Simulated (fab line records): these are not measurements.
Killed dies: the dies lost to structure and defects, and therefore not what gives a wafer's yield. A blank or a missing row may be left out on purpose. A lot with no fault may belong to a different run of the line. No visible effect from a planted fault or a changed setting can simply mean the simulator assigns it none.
A struck lot beside a sound one	flow gf180mcu	15 out of 602 route steps
Sound: these wafers, L981.4, L981.5, L981.6. Wafers struck: L994.1, L994.2, L994.3. The cause is given at the end.
At each step with rows: each side's tool, then ch and its chambers, then its first start. Under that, the readings that differ: sound wafers	struck wafers	difference of the means	sigmas: that difference in standard deviations of wafers without a fault.
alike: words and numbers the same on both sides, and readings whose means are apart by under 2 such deviations; not compared: readings that were withheld, readings missing a value for some wafer, numbers with overlapping values and no deviation given by the record, and bounds like >300 which may hide the same value.
A row with sigmas, a row that says differs or no value, or rows on one side alone: a step with any of these is where the two part. Numbers that don't overlap but have no deviation are shown without sigmas and don't part them. A reading that every wafer of one side lacks parts them only if that side has two wafers or more.

GF_V3_THK_MEAS_25: measures by xrf.
  struck on film metro-04, day 27 06:44; sound on film metro-03, day 23 05:29
  alike: V3_W_THK
GF_V3_CMP_26: polishes, stops on SiO2, t overpolish 15 s, target thk 0 nm.
  sound on cmp-01 ch 0,1,2, day 23 05:56; struck on cmp-01 ch 0,1,3, day 27 06:50
  alike: head pressure psi, motor current A, overpolish run s, time to endpoint s
GF_M4_SPUTTER_00: material Ti, target thk 37.5 nm, time 150 s.
  struck on pvd sputter-04, day 27 07:05; sound on pvd sputter-02, day 23 06:08
  alike: throttle valve pct
GF_M4_SPUTTER_01: material TiN, target thk 30 nm, time 25 s.
  struck on pvd sputter-04, day 27 07:11; sound on pvd sputter-02, day 23 06:12
  alike: throttle valve pct
GF_M4_SPUTTER_02: material AlCu, target thk 450 nm, time 23.9 s.
  struck on pvd sputter-04, day 27 07:13; sound on pvd sputter-02, day 23 06:14
  alike: throttle valve pct
GF_M4_SPUTTER_03: material Ti, target thk 10 nm, time 6.7 s.
  struck on pvd sputter-04, day 27 07:15; sound on pvd sputter-02, day 23 06:16
  alike: throttle valve pct
then, 1 step without rows for these wafers: GF_M4_SPUTTER_04 (material TiN, target thk 50 nm, time 41.7 s).
GF_M4_RS_MEAS_05: measurement is done with a four-point probe.
  struck on film metro-03, day 27 07:19; sound on film metro-02, day 23 06:22
  alike: M4_ALCU_RS
GF_M4_THK_MEAS_06: measures by xrf.
  struck on film metro-03, day 27 07:26; sound on film metro-02, day 23 06:28
  alike: M4_ALCU_THK
then, 3 steps without rows for these wafers: GF_M4_DEHYDRATE_07 (time 60 s); GF_M4_HMDS_08 (prime time 60 s); GF_M4_COAT_09 (resist thk 1000 nm).
GF_M4_SOFTBAKE_10: time 60 s.
  sound on litho track-03 ch 0, day 23 17:37; struck on litho track-03 ch 0, day 27 16:41
reading	sound	struck	difference	sigmas
heater power total W (W)	93.13 92.92 93.05	99.09 98.95 99.08	+6.01	+98
run length s (s)	89.30 89.45 89.24	78.53 78.40 78.42	-10.88	-84
then, 1 step without rows for these wafers: GF_M4_EXPOSE_11 (exposes mask Metal4, target cd 280 nm).
GF_PASSIVATION_PROBE_99:
  sound wafers here have rows in the record (prober-01, day 29 18:19); struck ones have none

## WHERE THEY PART
First at GF_M4_SOFTBAKE_10; last, within this record, at GF_PASSIVATION_PROBE_99.

WHY: whatever the simulator had introduced
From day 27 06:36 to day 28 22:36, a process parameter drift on litho track-03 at GF_M4_SOFTBAKE_10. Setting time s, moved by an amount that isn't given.
